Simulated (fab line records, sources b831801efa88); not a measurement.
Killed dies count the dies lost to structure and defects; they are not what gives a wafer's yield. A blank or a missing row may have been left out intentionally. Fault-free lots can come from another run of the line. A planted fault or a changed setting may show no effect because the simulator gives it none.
Which tool is to blame? | flow sky130 | Sampling: 13 lots, 39 wafers, 5 of 708 route steps

WHAT THE GAUGES READ, wafer by wafer
SKY_GATE_OXIDE_TW_MEAS_14.
lot  | measured     | on            | GATE_OXIDE_TW
L233 | day 14 05:58 | film_metro-03 | 224.3 225.7 224.6
L235 | day 14 17:45 | film_metro-01 | 224.2 225.7 225.9
L237 | day 15 08:14 | film_metro-03 | 225.2 224.6 223.6
L238 | day 15 17:06 | film_metro-03 | 224.7 224.0 223.9
L242 | day 17 06:56 | film_metro-03 | 225.8 225.2 225.5
L243 | day 17 12:11 | film_metro-01 | 226.0 226.1 226.5
L246 | day 18 15:47 | film_metro-02 | 222.8 222.7 222.9
L249 | day 19 13:26 | film_metro-02 | 223.7 223.0 225.0
L250 | day 19 23:07 | film_metro-02 | 223.3 222.9 222.7
L251 | day 20 00:46 | film_metro-01 | 225.5 224.5 226.6
L252 | day 20 14:38 | film_metro-03 | 226.3 226.8 226.9
L253 | day 21 00:47 | film_metro-02 | 225.2 223.6 225.2
L254 | day 21 07:32 | film_metro-01 | 225.4 225.6 228.3

SKY_LDD_HVN_TW_MEAS_10.
lot  | measured     | on            | LDD_HVN_TW
L233 | day 20 17:56 | film_metro-02 | 1428 1430 1424
L235 | day 21 08:07 | film_metro-03 | 1428 1429 1430
L237 | day 21 22:01 | film_metro-02 | 1435 1428 1430
L238 | day 22 12:30 | film_metro-02 | 1429 1437 1433
L242 | day 23 23:41 | film_metro-04 | 1496 1492 1486
L243 | day 24 07:02 | film_metro-03 | 1499 1505 1497
L246 | day 25 07:25 | film_metro-02 | 1428 1425 1425
L249 | day 26 04:20 | film_metro-02 | 1436 1447 1440
L250 | day 26 13:38 | film_metro-02 | 1434 1442 1434
L251 | day 26 16:58 | film_metro-02 | 1434 1438 1439
L252 | day 27 04:11 | film_metro-04 | 1436 1439 1440
L253 | day 27 13:07 | film_metro-02 | 1421 1424 1414
L254 | day 27 19:37 | film_metro-04 | 1435 1438 1434

SKY_SD_N_RS_MEAS_16: measurement is done with a four-point probe.
lot  | measured     | on            | SD_N_RS (ohm/sq)
L233 | day 28 06:37 | film_metro-02 | 68.54 68.56 68.49
L235 | day 28 22:17 | film_metro-02 | 68.60 68.75 68.48
L237 | day 29 10:50 | film_metro-02 | 68.41 68.50 68.61
L238 | day 30 01:24 | film_metro-02 | 68.54 68.44 68.57
L242 | day 31 05:29 | film_metro-02 | 68.54 68.61 68.48
L243 | day 31 15:45 | film_metro-03 | 68.58 68.51 68.57
L246 | day 32 11:20 | film_metro-04 | 68.43 68.53 68.50
L249 | day 33 08:34 | film_metro-02 | 68.60 68.56 68.50
L250 | day 33 16:49 | film_metro-02 | 68.47 68.51 68.60
L251 | day 33 19:41 | film_metro-02 | 68.65 68.69 68.80
L252 | day 34 05:41 | film_metro-03 | 68.32 68.19 68.33
L253 | day 34 14:23 | film_metro-03 | 68.41 68.58 68.48
L254 | day 35 12:26 | film_metro-02 | 68.44 68.57 68.42

WHAT TOOL EACH LOT RAN ON (gives the tool, then ch and the chambers of the sampled wafers, and finally the start)
lot  | SKY_FIELD_ISO_CMP_27         | SKY_LDD_HVN_IMPLANT_08
L233 | cmp-01 ch 1,2,3, day 2 11:01 | implanter-01 ch 0, day 20 17:41
L235 | cmp-01 ch 1,3, day 2 19:19   | implanter-02 ch 0, day 21 07:53
L237 | cmp-02 ch 0,1,2, day 3 06:39 | implanter-03 ch 0, day 21 21:49
L238 | cmp-02 ch 1,2, day 3 11:35   | implanter-01 ch 0, day 22 12:16
L242 | cmp-01 ch 1,3, day 4 09:36   | implanter-01 ch 0, day 23 23:26
L243 | cmp-02 ch 2,3, day 4 15:25   | implanter-01 ch 0, day 24 06:47
L246 | cmp-02 ch 0,1,2, day 5 03:59 | implanter-03 ch 0, day 25 07:10
L249 | cmp-02 ch 1,3, day 5 21:02   | implanter-03 ch 0, day 26 04:07
L250 | cmp-02 ch 0,1,2, day 6 01:11 | implanter-03 ch 0, day 26 13:25
L251 | cmp-01 ch 0,2,3, day 6 05:58 | implanter-01 ch 0, day 26 16:43
L252 | cmp-02 ch 1,2,3, day 6 11:35 | implanter-03 ch 0, day 27 03:56
L253 | cmp-02 ch 2,3, day 6 18:02   | implanter-01 ch 0, day 27 12:52
L254 | cmp-01 ch 0,3, day 7 01:42   | implanter-02 ch 0, day 27 19:22
- SKY_FIELD_ISO_CMP_27: polishes, stops on Si3N4, t overpolish 16 s, target thk 457.8 nm.
- SKY_LDD_HVN_IMPLANT_08

WHAT THE TOOLS THEMSELVES READ (means of the sampled wafers that have a number; where no wafer has one, the mark that the record gives instead)
SKY_FIELD_ISO_CMP_27.
lot  | tool   | motor_current_A (A) | overpolish_run_s (s) | time_to_endpoint_s (s)
L233 | cmp-01 | 11.2                | 16.004               | 107
L235 | cmp-01 | 11.8                | 15.984               | 113
L237 | cmp-02 | 11.6                | 15.996               | 116
L238 | cmp-02 | 10.9                | 15.994               | 116
L242 | cmp-01 | 12.0                | 16.001               | 113
L243 | cmp-02 | 11.1                | 16.001               | 113
L246 | cmp-02 | 11.6                | 16.004               | 115
L249 | cmp-02 | 11.5                | 16.000               | 118
L250 | cmp-02 | 12.1                | 16.003               | 116
L251 | cmp-01 | 11.4                | 15.998               | 107
L252 | cmp-02 | 11.1                | 16.002               | 114
L253 | cmp-02 | 10.8                | 16.004               | 116
L254 | cmp-01 | 11.5                | 15.994               | 110

SKY_LDD_HVN_IMPLANT_08.
lot  | tool         | beam_on_s (s) | faraday_current_uA
L233 | implanter-01 | 9.84          | 172
L235 | implanter-02 | 10.05         | 168
L237 | implanter-03 | 10.18         | 166
L238 | implanter-01 | 9.95          | 170
L242 | implanter-01 | 11.54         | 147
L243 | implanter-01 | 11.21         | 150
L246 | implanter-03 | 9.98          | 169
L249 | implanter-03 | 10.15         | 167
L250 | implanter-03 | 9.92          | 170
L251 | implanter-01 | 10.13         | 167
L252 | implanter-03 | 9.99          | 169
L253 | implanter-01 | 9.95          | 170
L254 | implanter-02 | 10.40         | 162

THE ANSWER, worked out from the rows above alone
Rule: the usual values come from the lots themselves. The widest of any qualifying gaps counts: lots, ordered by their means at a reading, are off when they make up no more than a third of the lots, leave a main group of 4 or more, and stand apart from it by 3 or more times the standard deviation of that group's means. A main group whose means are all the same, to the digits that the tables above print for the reading, isn't used. A lot without any number at a reading at which 4 lots or more have one is off too. All remaining lots with rows at the step are treated as sound. After the gauges, taken in route order, come the tools' own readings; for these a lot's mean is taken, as printed above. At the first step where some lot is off, the reading lying furthest off is the one used; lots without a number count as furthest.
Off: at SKY_LDD_HVN_TW_MEAS_10 (LDD_HVN_TW), L242, L243. The main group: mean 1432, standard deviation 6.
If a tool, at a process step before that reading, ran all the lots that are off and no sound lot after the first of them, it fits. Not tried: the gauges at SKY_LDD_HVN_TW_MEAS_10; whatever is off there is also off at SKY_LDD_HVN_IMPLANT_08, on other tools, and gauge error can't account for it. Not one of the candidates tried fits.

WHAT THE SIMULATOR HAD INSERTED
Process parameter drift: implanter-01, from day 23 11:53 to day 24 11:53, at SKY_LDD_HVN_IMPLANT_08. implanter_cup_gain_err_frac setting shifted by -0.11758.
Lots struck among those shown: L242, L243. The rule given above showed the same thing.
